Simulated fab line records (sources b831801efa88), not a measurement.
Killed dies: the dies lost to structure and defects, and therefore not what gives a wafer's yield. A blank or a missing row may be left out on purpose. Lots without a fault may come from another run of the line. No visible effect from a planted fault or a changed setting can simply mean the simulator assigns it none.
Problem report in the 8D (eight disciplines) form, filled by code	flow sky130	the parts of the form that need people (team, actions taken, sign-off) are left out

== 1. THE PROBLEM ==
Across 4 wafers from 3 lots, LI_CONTACT_W_RS at SKY_LI_CONTACT_RS_MEAS_22 averages 0.2528 ohm/sq, while fault-free wafers read 0.2851 ohm/sq with a standard deviation of 0.0029. That is -11 standard deviations from the usual mean.
The step: measures by four-point-probe.
Seen first at day 30 05:18 on filmMetro-01, wafer L679.2. Wafers with a number at this step in the record: 31, from 11 lots. Rule for "out", or "out of limits": more than 4 standard deviations from the usual mean. Any other wafer with a number is counted as sound.

== 2. WHAT IT IS; WHAT IT IS NOT ==
question	is	is not
which readings at this step	LI_CONTACT_W_RS	-
which lots	L679, L681, L682	L677, L680, L693, L696, L697, L698, L699, L700
which wafers of those lots	L679.2, L681.2, L681.5, L682.5	L679.3, L679.4, L682.4
read on which gauges	filmMetro-01, filmMetro-02, filmMetro-04	-
when	from day 30 05:18	up to then (5 sound wafers); but 22 sound wafers of L680, L682, L693, L696, L697, L698, L699, L700 came after

== 3. THE SUSPECTS, EACH WITH WHAT RULES IT OUT ==
Counting: if a tool at a process step up to the reading ran every lot that is out, it stays a suspect. Sound lots after the first of them don't rule it out here, since some wafers of a struck lot are sound.
- the gauge at SKY_LI_CONTACT_RS_MEAS_22 is ruled out. The wafers that are out were read on 3 gauges (filmMetro-01, filmMetro-02, filmMetro-04).
- cvdW-02 at SKY_LI_CONTACT_CVD_21 (deposits W, target thk 400 nm, time 120.56 s): kept. Every lot that is out went through it, the first being L679 (day 30 05:09); the last sound lot it ran before that was L677 (day 29 02:43).
Left after counting: cvdW-02 at SKY_LI_CONTACT_CVD_21.

== 4. THE CAUSE (what the simulator had put in) ==
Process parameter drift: cvdW-02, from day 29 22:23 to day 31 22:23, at SKY_LI_CONTACT_CVD_21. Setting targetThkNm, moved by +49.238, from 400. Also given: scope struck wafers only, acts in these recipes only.
Counting left only this tool.

== 5. THE EFFECT CHAIN, in route order ==
Each row: a reading whose mean over the struck wafers that have a number lies more than 3 standard deviations from the usual. Scope: only readings with a usual standard deviation given in the record; hours: median across lots of the time from each lot's start at the first step in this table that gives one to its start at this step; sigmas: change in usual standard deviations.
hours	step	reading	usual	on struck wafers	change	sigmas
0	SKY_LI_CONTACT_RS_MEAS_22	LI_CONTACT_W_RS	0.2851 ohm/sq	0.2528	-0.0323	-11
3	SKY_LI_CONTACT_THK_MEAS_23	LI_CONTACT_W_THK	404 nm	455	+51	+6.4
9	SKY_LI_CONTACT_CMP_24	timeToEndpointS	96 s	109	+13	+3.4
Its process steps:
- SKY_LI_CONTACT_CMP_24: polishes, stops on PSG, t overpolish 20 s, target thk 0 nm.
Later measuring or inspecting steps at which every struck wafer that the step has a row for has a number for every such reading, and none has moved that far: SKY_LOCAL_INTERCONNECT_CD_MEAS_11.

== 6. HOW IT WOULD HAVE BEEN CAUGHT EARLIER ==
7 hours passed between the start of the fault at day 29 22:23 and the first reading out of limits at a measuring or inspecting step in this record, taken at day 30 05:18.
Tool readings at SKY_LI_CONTACT_CVD_21 with a usual standard deviation given in the record: none out on any struck wafer, hence no alarm at a limit of 4 standard deviations on them.
Of the lots that are out (3), L681, L682 began SKY_LI_CONTACT_CVD_21 on cvdW-02 after day 30 05:18. A hold on the tool at that time would have spared those 2.
